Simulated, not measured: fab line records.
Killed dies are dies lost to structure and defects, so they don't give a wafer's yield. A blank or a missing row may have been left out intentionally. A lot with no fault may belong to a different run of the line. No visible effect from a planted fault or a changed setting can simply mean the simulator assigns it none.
Struck lot and sound lot, side by side + flow gf180mcu + 14 out of 602 route steps
Sound: the wafers L110.2, L110.4, L110.5. The struck wafers were L114.4, L114.5, L114.6. At the end, the cause is stated.
At each step with rows: each side's tool, then ch and its chambers, then its first start. Under that, the readings that differ: sound wafers + struck wafers + difference of the means + sigmas: that difference in standard deviations of wafers without a fault.
alike: readings whose means differ by less than 2 such deviations, and words and numbers that are the same on both sides. not compared: withheld readings, readings that some wafer has no value for, bounds like >300 that may hide the same value, and numbers for which the record gives no deviation and whose values overlap.
Wherever a step has rows on one side only, a row that says differs or no value, or a row with sigmas, the two part there. When numbers do not overlap yet have no deviation, they are printed without sigmas and do not part them. Lack of a reading on every wafer of one side parts them only where that side has two or more wafers.

first, 2 steps without rows for these wafers: GF_M2_CLEAN_19 (cleans in DIW); GF_V2_CVD_00 (deposits SiO2, target thk 600 nm, time 100 s).
GF_V2_THK_MEAS_01:
  sound on filmMetro-03, day 22 15:44; struck on filmMetro-03, day 23 23:17
  alike: V2_CVD_00_THK
GF_V2_CVD_02: deposits SiO2 from TEOS, target thk 850 nm, time 94.851 s.
  sound on pecvd-03 ch 0,1,2, day 22 15:47; struck on pecvd-03 ch 0,1,2, day 23 23:21
  alike: heaterPowerW
GF_V2_THK_MEAS_03:
  sound on filmMetro-04, day 22 15:52; struck on filmMetro-01, day 23 23:25
  alike: V2_CVD_02_THK
GF_V2_CMP_04: polishes SiO2.
  sound on cmp-02 ch 1,3, day 22 15:55; struck on cmp-02 ch 0,2,3, day 23 23:32
| reading             | sound    | struck   | difference | sigmas |
|---------------------|----------|----------|------------|--------|
| timeToEndpointS (s) | 76 77 70 | 90 87 85 | +13        | +2     |
  alike: motorCurrentA
GF_V2_BOW_MEAS_05:
  sound on filmMetro-03, day 22 16:14; struck on filmMetro-03, day 23 23:48
  alike: V2_BOW
then, 5 steps without rows for these wafers: GF_V2_DEHYDRATE_06 (time 60 s); GF_V2_HMDS_07 (prime time 60 s); GF_V2_COAT_08; GF_V2_COAT_09 (resist thk 1000 nm); GF_V2_SOFTBAKE_10 (time 60 s).
GF_V2_EXPOSE_11: exposes mask Via2, target cd 260 nm.
  struck on krfScanner-01, day 24 10:34; sound on krfScanner-02 ch 0, day 23 04:08
  no value came back on the struck wafers for exposureDoseMJCm2, focusOffsetNm (nm), sigmaOuter; on the sound wafers exposureDoseMJCm2 reads 38.00 38.00 37.95
  alike: mask
then, 1 step without rows for these wafers: GF_V2_PEB_12 (peb time 90 s).

WHERE THEY PART
Last at GF_V2_EXPOSE_11 as far as this record goes, first at GF_V2_CMP_04.

WHY: what the simulator had put in
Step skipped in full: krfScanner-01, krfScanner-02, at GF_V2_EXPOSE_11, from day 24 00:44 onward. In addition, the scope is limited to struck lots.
